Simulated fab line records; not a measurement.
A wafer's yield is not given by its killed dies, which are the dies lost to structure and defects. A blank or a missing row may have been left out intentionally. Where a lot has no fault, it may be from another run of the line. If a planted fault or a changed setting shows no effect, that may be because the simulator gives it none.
fab line records | flow gf180mcu
record: lots: 7 | wafers: 21 | lastDay: 34
route steps=602 shown V1@354 M2@362
lots that met no fault: from a run of the same line without faults
startH: hours from the record's first day to the start of the lot's first wafer shown | waitH: how many hours have passed since the lot's step before this one | " the same as in the row above | L1.1+2: a row that stands for several wafers | - no value, or no start was given | * or withheld: withheld | < > ~ a bound
route shown NAME@n: NAME is a module with steps in the file, n the number in the route of the first one | usual: mean/standard deviation taken from wafers without a fault | same: alike in all rows | chamber/n: place in a boat | sites: per-site readings | _std_site: how widely they spread, as a standard deviation | _edge_site: outer sites' mean less inner sites' | radiusMm: for every site, how far away it sits from the centre of the wafer | mask NAME#n: copy n | behind: tool/chamber where the wafer was last shaped | hold: why the lot went on hold/how many hours it stayed there/how the hold came to an end | device: whichever transistor did not switch (one of n, p or np) | end of line: tests run on the same wafers once the route is complete | a step with no rows: only its recipe | killed: dies lost to structure and defects at the first sort, not the wafer's yield | map: the dies of a wafer, with x for killed, . for not killed, _ for no die there
set.NAME: the setting that was run; set.NAME@STEP: the one run at that earlier step | model.NAME: the simulator's own value behind a step, which no gauge read
certain route steps with their lots: each step a table, each wafer a row
services: from which hour (startH, from the record's first day; less than 0 if before it) a tool's chamber was out of use, for how many hours, and why
== steps ==
step: GF_V1_STRIP_19
recipe: chemistry: postEtchResidueRemover | timeS: 1200 | tempC: 72.5
step: GF_V1_CLEAN_20
recipe: chemistry: DIW | dry: n2Spin
step: GF_V1_SPUTTER_21
recipe: material: Ti | targetThkNm: 15 | chamberPressurePa: 5 | powerW: 2500 | substrateTempC: 200 | timeS: 80.02
step: GF_V1_SPUTTER_22
recipe: material: TiN | targetThkNm: 10 | chamberPressurePa: 5 | powerW: 4000 | timeS: 40
step: GF_V1_CVD_23
recipe: material: W | targetThkNm: 350 | timeS: 105.05 | tempC: 400 | pressureTorr: 40
usual: heaterPowerW: 925/120 | susceptorTempC: 400.00/0.24
lot.wafer | tool    | chamber | startH | waitH | heaterPowerW | susceptorTempC
L863.1    | cvdW-02 | 1       | 414.18 | 0.0   | 1082         | 400.34
L863.2    | "       | 0       | "      | "     | 977          | 399.97
L863.4    | "       | 1       | "      | "     | 1074         | 400.08
L865.1    | cvdW-02 | 0       | 432.04 | 0.0   | 974          | 400.05
L865.3    | "       | 1       | "      | "     | 1086         | 399.56
L865.6    | "       | 1       | "      | "     | 1063         | 400.10
L866.1    | cvdW-01 | 0       | 445.16 | 0.0   | 830          | 399.81
L866.2    | "       | 1       | "      | "     | 767          | 400.07
L866.4    | "       | 1       | "      | "     | 762          | 400.27
L867.1    | cvdW-01 | 0       | 459.77 | 0.0   | 825          | 400.04
L867.5    | "       | 0       | "      | "     | 849          | 400.15
L867.6    | "       | 1       | "      | "     | 764          | 400.08
L875.1    | cvdW-01 | 1       | 526.70 | 0.0   | 740          | 399.70
L875.2    | "       | 0       | "      | "     | 854          | 399.92
L875.3    | "       | 1       | "      | "     | 754          | 399.92
L879.2    | cvdW-01 | 1       | 550.54 | 0.0   | 774          | 400.10
L879.4    | "       | 0       | "      | "     | 843          | 400.29
L879.5    | "       | 0       | "      | "     | 834          | 400.22
L886.3    | cvdW-01 | 1       | 612.79 | 0.1   | 776          | 400.15
L886.5    | "       | 0       | "      | "     | 857          | 399.78
L886.6    | "       | 1       | "      | "     | 761          | 400.26
step: GF_V1_RS_MEAS_24
recipe: thkMeasGauge: four-point-probe | reads: W_of_V1_CVD_23+TiN_of_V1_SPUTTER_22+Ti_of_V1_SPUTTER_21
usual: V1_W_RS: 0.328/0.0033
lot.wafer | tool         | chamber | startH | waitH | V1_W_RS[ohm/sq]
L863.1    | filmMetro-02 | -       | 414.29 | 0.1   | 0.334
L863.2    | "            | -       | "      | "     | 0.332
L863.4    | "            | -       | "      | "     | 0.337
L865.1    | filmMetro-02 | -       | 432.16 | 0.1   | 0.328
L865.3    | "            | -       | "      | "     | 0.325
L865.6    | "            | -       | "      | "     | 0.326
L866.1    | filmMetro-04 | -       | 445.28 | 0.1   | 0.325
L866.2    | "            | -       | "      | "     | 0.327
L866.4    | "            | -       | "      | "     | 0.323
L867.1    | filmMetro-02 | -       | 459.88 | 0.1   | 0.331
L867.5    | "            | -       | "      | "     | 0.325
L867.6    | "            | -       | "      | "     | 0.328
L875.1    | filmMetro-04 | -       | 526.82 | 0.1   | 0.326
L875.2    | "            | -       | "      | "     | 0.325
L875.3    | "            | -       | "      | "     | 0.324
L879.2    | filmMetro-02 | -       | 550.67 | 0.1   | 0.325
L879.4    | "            | -       | "      | "     | 0.330
L879.5    | "            | -       | "      | "     | 0.323
L886.3    | filmMetro-02 | -       | 612.91 | 0.1   | 0.329
L886.5    | "            | -       | "      | "     | 0.332
L886.6    | "            | -       | "      | "     | 0.328
step: GF_V1_THK_MEAS_25
recipe: thkMeasGauge: xrf | reads: W_of_V1_CVD_23
usual: V1_W_THK: 351/4.4
lot.wafer | tool         | chamber | startH | waitH | V1_W_THK[nm]
L863.1    | filmMetro-02 | -       | 414.41 | 0.1   | 344
L863.2    | "            | -       | "      | "     | 349
L863.4    | "            | -       | "      | "     | 341
L865.1    | filmMetro-02 | -       | 432.28 | 0.1   | 353
L865.3    | "            | -       | "      | "     | 356
L865.6    | "            | -       | "      | "     | 352
L866.1    | filmMetro-04 | -       | 445.40 | 0.1   | 353
L866.2    | "            | -       | "      | "     | 350
L866.4    | "            | -       | "      | "     | 354
L867.1    | filmMetro-02 | -       | 460.00 | 0.1   | 350
L867.5    | "            | -       | "      | "     | 360
L867.6    | "            | -       | "      | "     | 354
L875.1    | filmMetro-04 | -       | 526.94 | 0.1   | 350
L875.2    | "            | -       | "      | "     | 349
L875.3    | "            | -       | "      | "     | 355
L879.2    | filmMetro-02 | -       | 550.78 | 0.1   | 357
L879.4    | "            | -       | "      | "     | 350
L879.5    | "            | -       | "      | "     | 357
L886.3    | filmMetro-02 | -       | 613.01 | 0.1   | 350
L886.5    | "            | -       | "      | "     | 348
L886.6    | "            | -       | "      | "     | 350
step: GF_V1_CMP_26
recipe: stopOn: SiO2 | downForcePsi: 3.5 | platenRpm: 60 | tOverpolishS: 15 | targetThkNm: 0 | padVelocityMS: 0.94248
usual: motorCurrentA: 11.0/0.89 | overpolishRunS: 15.001/0.0089 | timeToEndpointS: 85/3
lot.wafer | tool   | chamber | startH | waitH | motorCurrentA | overpolishRunS | timeToEndpointS
L863.4    | cmp-01 | 2       | 414.47 | 0.0   | 10.4          | 15.001         | 82
L863.2    | "      | 3       | "      | "     | 11.3          | 15.013         | 87
L863.1    | "      | 0       | "      | "     | 12.1          | 14.993         | 85
L865.3    | cmp-01 | 0       | 432.34 | 0.0   | 12.5          | 14.991         | 86
L865.1    | "      | 2       | "      | "     | 10.9          | 15.000         | 82
L865.6    | "      | 1       | "      | "     | 11.6          | 15.003         | 83
L866.1    | cmp-01 | 2       | 445.51 | 0.1   | 10.8          | 14.988         | 79
L866.4    | "      | 3       | "      | "     | 11.2          | 15.001         | 81
L866.2    | "      | 0       | "      | "     | 12.2          | 15.006         | 82
L867.1    | cmp-01 | 0       | 460.16 | 0.1   | 11.6          | 15.010         | 83
L867.6    | "      | 2       | "      | "     | 10.6          | 15.006         | 79
L867.5    | "      | 3       | "      | "     | 11.5          | 14.982         | 84
L875.1    | cmp-02 | 1       | 527.00 | 0.1   | 9.4           | 15.015         | 87
L875.3    | "      | 2       | "      | "     | 9.7           | 14.993         | 87
L875.2    | "      | 0       | "      | "     | 9.6           | 15.004         | 88
L879.4    | cmp-02 | 0       | 550.83 | 0.0   | 9.9           | 15.007         | 82
L879.2    | "      | 3       | "      | "     | 11.1          | 15.024         | 87
L879.5    | "      | 1       | "      | "     | 10.0          | 14.997         | 88
L886.3    | cmp-02 | 2       | 613.10 | 0.1   | 10.6          | 15.006         | 85
L886.6    | "      | 1       | "      | "     | 9.4           | 15.023         | 85
L886.5    | "      | 2       | "      | "     | 10.8          | 15.021         | 82
step: GF_M2_SPUTTER_00
recipe: material: Ti | targetThkNm: 37.5 | arrivingIonEnergyEv: 80 | substrateTempC: 200 | chamberPressurePa: 2 | powerW: 4000 | timeS: 150
step: GF_M2_SPUTTER_01
recipe: material: TiN | targetThkNm: 30 | powerW: 6500 | timeS: 25 | chamberPressurePa: 0.4
step: GF_M2_SPUTTER_02
recipe: material: AlCu | targetThkNm: 450 | powerW: 10600 | timeS: 23.9 | chamberPressurePa: 0.4
usual: cathodeDcPowerW: 10600/1.9 | chamberPressurePa: 0.3999/0.00071 | throttleValvePct: 30.3/1.4
lot.wafer | tool          | chamber | startH | waitH | cathodeDcPowerW | chamberPressurePa | throttleValvePct
L863.1    | pvdSputter-04 | -       | 414.90 | 0.0   | 10599           | 0.3999            | 27.7
L863.2    | "             | -       | "      | "     | 10601           | 0.4001            | 32.0
L863.4    | "             | -       | "      | "     | 10599           | 0.3992            | 29.5
L865.1    | pvdSputter-04 | -       | 432.77 | 0.0   | 10596           | 0.4002            | 32.2
L865.3    | "             | -       | "      | "     | 10597           | 0.4006            | 29.4
L865.6    | "             | -       | "      | "     | 10599           | 0.4009            | 29.8
L866.1    | pvdSputter-04 | -       | 445.89 | 0.0   | 10601           | 0.4000            | 27.8
L866.2    | "             | -       | "      | "     | 10599           | 0.4007            | 29.4
L866.4    | "             | -       | "      | "     | 10600           | 0.3982            | 32.6
L867.1    | pvdSputter-04 | -       | 460.49 | 0.0   | 10601           | 0.3998            | 27.7
L867.5    | "             | -       | "      | "     | 10598           | 0.3996            | 32.0
L867.6    | "             | -       | "      | "     | 10603           | 0.4002            | 27.7
L875.1    | pvdSputter-04 | -       | 527.43 | 0.0   | 10598           | 0.4016            | 27.8
L875.2    | "             | -       | "      | "     | 10601           | 0.3987            | 29.2
L875.3    | "             | -       | "      | "     | 10600           | 0.4003            | 32.6
L879.2    | pvdSputter-04 | -       | 551.26 | 0.0   | 10601           | 0.3995            | 29.5
L879.4    | "             | -       | "      | "     | 10600           | 0.4002            | 32.7
L879.5    | "             | -       | "      | "     | 10597           | 0.4000            | 32.2
L886.3    | pvdSputter-04 | -       | 613.48 | 0.0   | 10599           | 0.3999            | 32.4
L886.5    | "             | -       | "      | "     | 10599           | 0.4009            | 32.4
L886.6    | "             | -       | "      | "     | 10601           | 0.3994            | 32.3
step: GF_M2_SPUTTER_03
recipe: material: Ti | targetThkNm: 10 | substrateTempC: 300 | chamberPressurePa: 0.3 | powerW: 3000 | timeS: 6.7
usual: cathodeDcPowerW: 3000.0/0.52 | chamberPressurePa: 0.3001/0.00059 | throttleValvePct: 30.4/1.5
lot.wafer | tool          | chamber | startH | waitH | cathodeDcPowerW | chamberPressurePa | throttleValvePct
L863.1    | pvdSputter-04 | -       | 414.93 | 0.0   | 3000.5          | 0.2993            | 27.6
L863.2    | "             | -       | "      | "     | 2999.9          | 0.3010            | 31.9
L863.4    | "             | -       | "      | "     | 2999.9          | 0.3010            | 29.7
L865.1    | pvdSputter-04 | -       | 432.80 | 0.0   | 3000.0          | 0.2996            | 32.0
L865.3    | "             | -       | "      | "     | 2999.8          | 0.3008            | 29.6
L865.6    | "             | -       | "      | "     | 3001.0          | 0.3001            | 29.7
L866.1    | pvdSputter-04 | -       | 445.92 | 0.0   | 2999.1          | 0.2998            | 27.9
L866.2    | "             | -       | "      | "     | 2999.1          | 0.2998            | 29.7
L866.4    | "             | -       | "      | "     | 3000.4          | 0.2994            | 32.7
L867.1    | pvdSputter-04 | -       | 460.52 | 0.0   | 3000.0          | 0.3005            | 27.8
L867.5    | "             | -       | "      | "     | 3000.2          | 0.2998            | 32.0
L867.6    | "             | -       | "      | "     | 3000.7          | 0.3007            | 27.7
L875.1    | pvdSputter-04 | -       | 527.46 | 0.0   | 2999.8          | 0.3006            | 27.5
L875.2    | "             | -       | "      | "     | 3000.8          | 0.2998            | 29.6
L875.3    | "             | -       | "      | "     | 3000.0          | 0.3002            | 32.6
L879.2    | pvdSputter-04 | -       | 551.29 | 0.0   | 3000.3          | 0.3005            | 29.5
L879.4    | "             | -       | "      | "     | 3000.5          | 0.3004            | 32.7
L879.5    | "             | -       | "      | "     | 2999.1          | 0.3016            | 32.2
L886.3    | pvdSputter-04 | -       | 613.51 | 0.0   | 2999.4          | 0.2993            | 32.6
L886.5    | "             | -       | "      | "     | 2999.5          | 0.2998            | 32.9
L886.6    | "             | -       | "      | "     | 3000.3          | 0.3009            | 32.1
step: GF_M2_SPUTTER_04
recipe: material: TiN | targetThkNm: 50 | powerW: 6500 | timeS: 41.7 | chamberPressurePa: 0.4
usual: cathodeDcPowerW: 6500.1/1.3 | chamberPressurePa: 0.3999/0.00078 | throttleValvePct: 30.4/1.4
lot.wafer | tool          | chamber | startH | waitH | cathodeDcPowerW | chamberPressurePa | throttleValvePct
L863.1    | pvdSputter-04 | -       | 414.95 | 0.0   | 6500.6          | 0.3993            | 27.9
L863.2    | "             | -       | "      | "     | 6499.2          | 0.3985            | 32.2
L863.4    | "             | -       | "      | "     | 6501.3          | 0.3994            | 29.7
L865.1    | pvdSputter-04 | -       | 432.82 | 0.0   | -               | -                 | -
L865.3    | "             | -       | "      | "     | -               | -                 | -
L865.6    | "             | -       | "      | "     | -               | -                 | -
L866.1    | pvdSputter-04 | -       | 445.94 | 0.0   | -               | -                 | -
L866.2    | "             | -       | "      | "     | -               | -                 | -
L866.4    | "             | -       | "      | "     | -               | -                 | -
L867.1    | pvdSputter-04 | -       | 460.54 | 0.0   | -               | -                 | -
L867.5    | "             | -       | "      | "     | -               | -                 | -
L867.6    | "             | -       | "      | "     | -               | -                 | -
L875.1    | pvdSputter-04 | -       | 527.48 | 0.0   | 6501.6          | 0.4004            | 27.8
L875.2    | "             | -       | "      | "     | 6500.4          | 0.4000            | 29.8
L875.3    | "             | -       | "      | "     | 6501.4          | 0.4009            | 32.6
L879.2    | pvdSputter-04 | -       | 551.31 | 0.0   | 6503.0          | 0.3998            | 29.6
L879.4    | "             | -       | "      | "     | 6499.9          | 0.4004            | 32.4
L879.5    | "             | -       | "      | "     | 6499.7          | 0.4005            | 32.2
L886.3    | pvdSputter-04 | -       | 613.53 | 0.0   | 6498.4          | 0.4008            | 32.9
L886.5    | "             | -       | "      | "     | 6499.2          | 0.4008            | 32.4
L886.6    | "             | -       | "      | "     | 6498.4          | 0.3995            | 32.3
step: GF_M2_THK_MEAS_06
recipe: thkMeasGauge: xrf | reads: AlCu_of_M2_SPUTTER_02
usual: M2_ALCU_THK: 448/4.3
lot.wafer | tool         | chamber | startH | waitH | M2_ALCU_THK[nm]
L863.1    | filmMetro-02 | -       | 415.11 | 0.1   | 451
L863.2    | "            | -       | "      | "     | 447
L863.4    | "            | -       | "      | "     | 455
L865.1    | filmMetro-01 | -       | 432.98 | 0.1   | 497
L865.3    | "            | -       | "      | "     | 498
L865.6    | "            | -       | "      | "     | 498
L866.1    | filmMetro-03 | -       | 446.10 | 0.1   | 497
L866.2    | "            | -       | "      | "     | 495
L866.4    | "            | -       | "      | "     | 496
L867.1    | filmMetro-02 | -       | 460.70 | 0.1   | 499
L867.5    | "            | -       | "      | "     | 501
L867.6    | "            | -       | "      | "     | 496
L875.1    | filmMetro-03 | -       | 527.64 | 0.1   | 452
L875.2    | "            | -       | "      | "     | 451
L875.3    | "            | -       | "      | "     | 451
L879.2    | filmMetro-02 | -       | 551.48 | 0.1   | 446
L879.4    | "            | -       | "      | "     | 444
L879.5    | "            | -       | "      | "     | 450
L886.3    | filmMetro-03 | -       | 613.71 | 0.1   | 437
L886.5    | "            | -       | "      | "     | 434
L886.6    | "            | -       | "      | "     | 441
step: GF_M2_DEHYDRATE_07
recipe: tempC: 200 | timeS: 60
step: GF_M2_HMDS_08
recipe: primeTimeS: 60 | primeTempC: 120
step: GF_M2_COAT_09
recipe: resist: KrF | spinRpm: withheld | resistThkNm: 1000
step: GF_M2_SOFTBAKE_10
recipe: tempC: 130 | timeS: 60 | resist: KrF
step: GF_M2_EXPOSE_11
recipe: maskId: Metal2 | targetCdNm: 280 | na: 0.68 | sourceShape: conventional | sigmaOuter: 0.6 | doseMj: 28
step: GF_M2_PEB_12
recipe: pebTempC: 135 | pebTimeS: 90 | resist: KrF
step: GF_M2_DEVELOP_13
recipe: developTimeS: 60 | devTempC: 21
step: GF_M2_CD_MEAS_14
recipe: targetCdNm: 280
usual: cdNm: 280.4/1.1
lot.wafer | tool     | chamber | startH | waitH | cdNm
L863.1    | cdSem-02 | -       | 439.33 | 0.1   | 280.0
L863.2    | "        | -       | "      | "     | 280.7
L863.4    | "        | -       | "      | "     | 280.4
L865.1    | cdSem-01 | -       | 457.36 | 0.1   | 280.0
L865.3    | "        | -       | "      | "     | 279.0
L865.6    | "        | -       | "      | "     | 279.2
L866.1    | cdSem-01 | -       | 470.13 | 0.1   | 281.0
L866.2    | "        | -       | "      | "     | 280.6
L866.4    | "        | -       | "      | "     | 279.8
L867.1    | cdSem-01 | -       | 484.62 | 0.1   | 279.8
L867.5    | "        | -       | "      | "     | 279.5
L867.6    | "        | -       | "      | "     | 281.1
L875.1    | cdSem-01 | -       | 549.42 | 0.1   | 282.7
L875.2    | "        | -       | "      | "     | 283.1
L875.3    | "        | -       | "      | "     | 281.7
L879.2    | cdSem-02 | -       | 573.64 | 0.1   | 279.1
L879.4    | "        | -       | "      | "     | 279.9
L879.5    | "        | -       | "      | "     | 278.6
L886.3    | cdSem-01 | -       | 634.46 | 0.1   | 280.8
L886.5    | "        | -       | "      | "     | 279.7
L886.6    | "        | -       | "      | "     | 281.2
step: GF_M2_OVL_MEAS_15
usual: M2_OVL: 4/4.5
lot.wafer | tool       | chamber | startH | waitH | M2_OVL[nm]
L863.1    | overlay-02 | -       | 439.45 | 0.1   | -1
L863.2    | "          | -       | "      | "     | 4
L863.4    | "          | -       | "      | "     | 3
L865.1    | overlay-02 | -       | 457.48 | 0.1   | 2
L865.3    | "          | -       | "      | "     | 6
L865.6    | "          | -       | "      | "     | 6
L866.1    | overlay-02 | -       | 470.25 | 0.1   | 3
L866.2    | "          | -       | "      | "     | 8
L866.4    | "          | -       | "      | "     | 2
L867.1    | overlay-02 | -       | 484.74 | 0.1   | 3
L867.5    | "          | -       | "      | "     | 5
L867.6    | "          | -       | "      | "     | -1
L875.1    | overlay-01 | -       | 549.54 | 0.1   | 8
L875.2    | "          | -       | "      | "     | 0
L875.3    | "          | -       | "      | "     | 9
L879.2    | overlay-02 | -       | 573.75 | 0.1   | 4
L879.4    | "          | -       | "      | "     | 4
L879.5    | "          | -       | "      | "     | 6
L886.3    | overlay-01 | -       | 634.56 | 0.1   | 2
L886.5    | "          | -       | "      | "     | -3
L886.6    | "          | -       | "      | "     | 0
step: GF_M2_METAL_ETCH_16
recipe: chemistry: Cl2/BCl3 | maskMaterial: KrF | targetDepthNm: 627.5 | stopOn: SiO2 | pressureMtorr: 8 | icpW: 800 | biasW: 140 | Cl2_flow_sccm: 80 | bcl3FlowSccm: 40 | timeS: 104.6
usual: bcl3FlowSccm: 40.01/0.12 | drypumpMotorCurrentA: 6.09/0.2 | oesProductAu: 0.971/0.0059 | throttleValvePct: 28.250/0.009
lot.wafer | tool        | chamber | startH | waitH | bcl3FlowSccm | drypumpMotorCurrentA | oesProductAu | rfHoursCounterH | throttleValvePct
L863.1    | rieMetal-04 | 1       | 439.48 | 0.0   | 39.96        | 5.84                 | 0.983        | 10              | 28.243
L863.2    | "           | 0       | "      | "     | 40.10        | 6.17                 | 0.971        | 7               | 28.254
L863.4    | "           | 1       | "      | "     | 39.99        | 5.81                 | 0.966        | -               | 28.240
L865.1    | rieMetal-01 | 1       | 457.52 | 0.0   | 40.08        | 6.05                 | 0.981        | 11              | 28.232
L865.3    | "           | 0       | "      | "     | 40.33        | 6.19                 | 0.988        | -               | 28.224
L865.6    | "           | 0       | "      | "     | 39.92        | 6.17                 | 0.996        | -               | 28.241
L866.1    | rieMetal-02 | 0       | 470.28 | 0.0   | 40.02        | 5.97                 | 0.993        | 12              | 28.219
L866.2    | "           | 0       | "      | "     | 39.91        | 6.00                 | 0.995        | -               | 28.246
L866.4    | "           | 0       | "      | "     | 39.98        | 5.98                 | 0.980        | -               | 28.217
L867.1    | rieMetal-02 | 0       | 484.78 | 0.0   | 40.03        | 5.98                 | 0.987        | 12              | 28.231
L867.5    | "           | 0       | "      | "     | 40.11        | 5.96                 | 0.983        | -               | 28.223
L867.6    | "           | 0       | "      | "     | 40.20        | 5.97                 | 1.002        | -               | 28.234
L875.1    | rieMetal-04 | 1       | 549.57 | 0.0   | 40.04        | 5.80                 | 0.968        | 0               | 28.243
L875.2    | "           | 0       | "      | "     | 39.86        | 6.18                 | 0.967        | 10              | 28.235
L875.3    | "           | 1       | "      | "     | 39.89        | 5.80                 | 0.968        | -               | 28.243
L879.2    | rieMetal-04 | 1       | 573.78 | 0.0   | 40.06        | 5.79                 | 0.976        | 1               | 28.256
L879.4    | "           | 1       | "      | "     | 39.95        | 5.79                 | 0.972        | -               | 28.252
L879.5    | "           | 1       | "      | "     | 39.87        | 5.78                 | 0.976        | -               | 28.235
L886.3    | rieMetal-01 | 1       | 634.62 | 0.1   | 40.05        | 6.10                 | 0.972        | -               | 28.246
L886.5    | "           | 1       | "      | "     | 39.94        | 6.11                 | 0.969        | -               | 28.263
L886.6    | "           | 0       | "      | "     | 39.74        | 6.20                 | 0.966        | -               | 28.247
step: GF_M2_STRIP_17
recipe: chemistry: O2/N2 | powerW: 1400 | pressureMtorr: 1500 | platenTempC: 250 | o2FlowSccm: 3000 | n2FlowSccm: 300 | overashFraction: 0.5
usual: drypumpMotorCurrentA: 5.6/0.55 | heaterPowerW: 320/37 | oesProductAu: 0.558/0.0046 | stripTimeToEndpointS: 7.87/0.038
lot.wafer | tool           | chamber | startH | waitH | drypumpMotorCurrentA | heaterPowerW | oesProductAu | rfHoursCounterH | stripTimeToEndpointS
L863.1    | plasmaAsher-01 | 1       | 439.59 | 0.1   | 5.4                  | 288          | 0.550        | 33              | 7.82
L863.2    | "              | 0       | "      | "     | 5.7                  | 347          | 0.568        | 33              | 7.85
L863.4    | "              | 0       | "      | "     | 5.7                  | 350          | 0.556        | -               | 7.87
L865.1    | plasmaAsher-02 | 1       | 457.63 | 0.1   | 4.7                  | 277          | 0.563        | 3               | 7.85
L865.3    | "              | 1       | "      | "     | 4.7                  | 263          | 0.560        | -               | 7.88
L865.6    | "              | 1       | "      | "     | 4.7                  | 276          | 0.560        | -               | 7.87
L866.1    | plasmaAsher-02 | 0       | 470.51 | 0.2   | 6.3                  | 352          | 0.563        | 4               | 7.83
L866.2    | "              | 1       | "      | "     | 4.7                  | 270          | 0.555        | 4               | 7.83
L866.4    | "              | 0       | "      | "     | 6.3                  | 350          | 0.562        | -               | 7.82
L867.1    | plasmaAsher-02 | 0       | 485.01 | 0.2   | 6.4                  | 349          | 0.565        | 6               | 7.89
L867.5    | "              | 0       | "      | "     | 6.4                  | 356          | 0.559        | -               | 7.88
L867.6    | "              | 1       | "      | "     | 4.7                  | 274          | 0.559        | -               | 7.92
L875.1    | plasmaAsher-01 | 0       | 549.69 | 0.1   | 5.7                  | 347          | 0.558        | 45              | 7.89
L875.2    | "              | 1       | "      | "     | 5.4                  | 299          | 0.561        | 45              | 7.92
L875.3    | "              | 1       | "      | "     | 5.4                  | 284          | 0.564        | -               | 7.89
L879.2    | plasmaAsher-01 | 0       | 573.89 | 0.1   | 5.7                  | 351          | 0.563        | 47              | 7.80
L879.4    | "              | 0       | "      | "     | 5.7                  | 343          | 0.551        | -               | 7.81
L879.5    | "              | 1       | "      | "     | 5.4                  | 289          | 0.549        | -               | 7.82
L886.3    | plasmaAsher-01 | 0       | 634.72 | 0.1   | 5.7                  | 353          | 0.562        | -               | 7.88
L886.5    | "              | 1       | "      | "     | 5.4                  | 295          | 0.563        | -               | 7.94
L886.6    | "              | 0       | "      | "     | 5.7                  | 343          | 0.547        | -               | 7.84
== services ==
tool           | chamber | startH | hours | kind
plasmaAsher-02 | -       | 397.33 | 5.2   | repair
cmp-01         | -       | 404.00 | 4.0   | pm
rieMetal-02    | 1       | 413.74 | 6.3   | repair
plasmaAsher-02 | -       | 421.25 | 9.0   | pm
pvdSputter-04  | -       | 423.87 | 2.7   | repair
cmp-02         | -       | 428.80 | 0.4   | repair
cvdW-02        | 1       | 441.85 | 4.5   | repair
cmp-02         | -       | 458.44 | 3.1   | repair
rieMetal-01    | 1       | 460.39 | 2.2   | repair
rieMetal-04    | -       | 490.99 | 10.0  | pm
rieMetal-04    | -       | 503.55 | 0.1   | repair
cmp-01         | -       | 515.96 | 1.5   | repair
rieMetal-02    | 1       | 531.91 | 3.2   | repair
rieMetal-02    | 0       | 537.32 | 8.8   | repair
cmp-02         | -       | 537.78 | 8.8   | pm
cvdW-01        | 1       | 544.71 | 4.8   | repair
cmp-02         | -       | 572.00 | 4.0   | pm
cmp-01         | -       | 576.18 | 1.5   | repair
cmp-02         | -       | 584.04 | 7.7   | pm
cmp-01         | -       | 591.76 | 8.7   | pm
cmp-01         | -       | 606.41 | 5.8   | repair
cmp-02         | -       | 619.13 | 0.9   | repair
plasmaAsher-02 | -       | 619.74 | 15.6  | pm
cvdW-01        | 1       | 631.26 | 10.3  | repair
== key ==
firstSign: step: GF_M2_SPUTTER_04 | reading: toolRecord | direction: missing
effect: step: GF_M2_THK_MEAS_06 | reading: M2_ALCU_THK | direction: up | sigmas: 11 | usual: 448 | struck: 497
effect: step: GF_M2_METAL_ETCH_16 | reading: oesProductAu | direction: up | sigmas: 3 | usual: 0.971 | struck: 0.989
metAt GF_M2_SPUTTER_04
struckWafers L865.1,L865.3,L865.6,L866.1,L866.2,L866.4,L867.1,L867.5,L867.6
laterRowsLeftOut L865.1,L865.3,L865.6,L866.1,L866.2,L866.4,L867.1,L867.5,L867.6
sortLeftOut L865.1,L865.3,L865.6,L866.1,L866.2,L866.4,L867.1,L867.5,L867.6
onsetBetween 414.95 432.82
fault: kind: skippedStepWhole | tool: pvdSputter-04 | chamber: - | onsetH: 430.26 | steps: GF_M2_SPUTTER_04 | scope: struckLotsOnly
sortLeftOut: the simulated sort isn't trusted on such a fault, so these wafers' sort isn't shown, and their yield isn't known
laterRowsLeftOut: the simulator's readings of these wafers behind a module that went badly wrong aren't trusted and aren't shown, but for the sort
